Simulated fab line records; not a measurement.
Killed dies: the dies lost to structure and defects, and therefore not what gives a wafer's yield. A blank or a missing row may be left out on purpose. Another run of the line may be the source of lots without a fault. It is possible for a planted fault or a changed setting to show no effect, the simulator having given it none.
Split-lot study | flow gf180mcu | 23 wafers read from 5 lots, route of 602 steps

THE SPLIT ITSELF
At GF_MIM_METAL_ETCH_19 (etches the open film in Cl2/BCl3, stops on Si3N4, target depth 324.5 nm, time 54.1 s), the setting time-s was moved away from the recipe's 54.1 s on 8 of the 23 wafers read, by -14.4% to +9.9%. All remaining wafers had this setting at the recipe value.

The split's own step is where the reading is taken.

THE READING
oes-product-au, in a.u., at GF_MIM_METAL_ETCH_19 (etches the open film in Cl2/BCl3, stops on Si3N4, target depth 324.5 nm, time 54.1 s). A value of 0.942 a.u. with a standard deviation of 0.0056 a.u. is what fault-free wafers of this fab line usually give.

wafer  | tool, chamber at the split | time-s as run, s | against the recipe | oes-product-au, a.u. | against lot-mates on the recipe
L077.1 | rie-metal-02, 0            | 54.1             | recipe             | 0.943                | -
L077.3 | rie-metal-02, 1            | 48.22            | -10.9%             | 0.998                | +0.060
L077.4 | rie-metal-02, 0            | 48.22            | -10.9%             | 1.006                | +0.068
L077.5 | rie-metal-02, 0            | 54.1             | recipe             | 0.932                | -
L077.6 | rie-metal-02, 1            | 54.1             | recipe             | 0.940                | -
L078.1 | rie-metal-03, 1            | 46.32            | -14.4%             | 0.992                | +0.047
L078.3 | rie-metal-03, 0            | 46.32            | -14.4%             | 0.983                | +0.038
L078.4 | rie-metal-03, 1            | 46.32            | -14.4%             | 0.981                | +0.036
L078.5 | rie-metal-03, 0            | 54.1             | recipe             | 0.945                | -
L078.6 | rie-metal-03, 1            | 54.1             | recipe             | 0.945                | -
L080.2 | rie-metal-02, 0            | 54.1             | recipe             | 0.949                | -
L080.3 | rie-metal-02, 0            | 54.1             | recipe             | 0.941                | -
L080.4 | rie-metal-02, 1            | 54.1             | recipe             | 0.947                | -
L082.1 | rie-metal-01, 0            | 54.1             | recipe             | 0.940                | -
L082.2 | rie-metal-01, 1            | 54.1             | recipe             | 0.944                | -
L082.3 | rie-metal-01, 0            | 54.1             | recipe             | 0.943                | -
L082.4 | rie-metal-01, 1            | 54.1             | recipe             | 0.943                | -
L082.6 | rie-metal-01, 1            | 54.1             | recipe             | 0.932                | -
L083.1 | rie-metal-01, 0            | 59.44            | +9.9%              | 0.925                | -0.017
L083.2 | rie-metal-01, 1            | 59.44            | +9.9%              | 0.918                | -0.024
L083.3 | rie-metal-01, 1            | 54.1             | recipe             | 0.941                | -
L083.4 | rie-metal-01, 0            | 54.1             | recipe             | 0.943                | -
L083.5 | rie-metal-01, 0            | 59.44            | +9.9%              | 0.925                | -0.017

FIT RESULTS
A straight line over all 23 wafers: oes-product-au changes by -0.00316 a.u. for each +1% of time-s; r = -0.92; the points scatter about the line by 0.0096 a.u.
The same after taking each lot's own level away (the mean of its wafers on the recipe; 23 wafers): -0.00311 a.u. for each +1%; r = -0.91; scatter 0.01 a.u.
On that fit, the largest move of time-s shifts the reading by 0.045 a.u.
The lots' own levels span 0.9383 to 0.9457 a.u., that is 1.3 times the standard deviation above.
The two slopes agree, so the slope changes little with the lot-to-lot level.
Check: +0.0485 a.u. against its lot-mates is what the line predicts for one of the wafers moved furthest among these (-14.4%) when that wafer is left out of the fit. It came out at +0.047 a.u. against them.
Tool readings at the split's step, against how far the setting was moved: oes-product-au r = -0.92.

FURTHER SPLITS ON THESE WAFERS
Other splits were also applied to these wafers ahead of the reading. Each is held against what the fit with the lots' levels taken away leaves over:
other split on the same wafers | wafers away from the commonest value | r with oes-product-au (lot level and that fit taken away)
GF_MIM_CVD_05 time-s           | 10                                   | +0.35

THE WHOLE CHAIN: every reading that the file lists as answering this split, in the file's order
step                 | what it does                                                                         | reading                                                                        | change (the file's fit)                                                              | r (the file's)
GF_MIM_METAL_ETCH_19 | etches the open film in Cl2/BCl3, stops on Si3N4, target depth 324.5 nm, time 54.1 s | oes-product-au                                                                 | -0.00348 a.u. for each +1% of the setting                                            | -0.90
GF_MIM_METAL_ETCH_19 | etches the open film in Cl2/BCl3, stops on Si3N4, target depth 324.5 nm, time 54.1 s | MIM.feature-depth-nm (the simulator's own value, which no gauge read)          | not straight: 271.6 at the lowest setting, 296.2 at the recipe, 295.2 at the highest | not given
GF_MIM_METAL_ETCH_19 | etches the open film in Cl2/BCl3, stops on Si3N4, target depth 324.5 nm, time 54.1 s | NOVOLAK_of_MIM_COAT_14.thk-nm (the simulator's own value, which no gauge read) | -1.3 nm for each +1% of the setting                                                  | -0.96
GF_MIM_STRIP_20      | strips in O2/N2                                                                      | strip-time-to-endpoint-s                                                       | withheld for each +1% of the setting                                                 | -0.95

THE FILE'S OWN FIT
oes-product-au changes by -0.00348 a.u. for each +1% of time-s, r = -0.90.
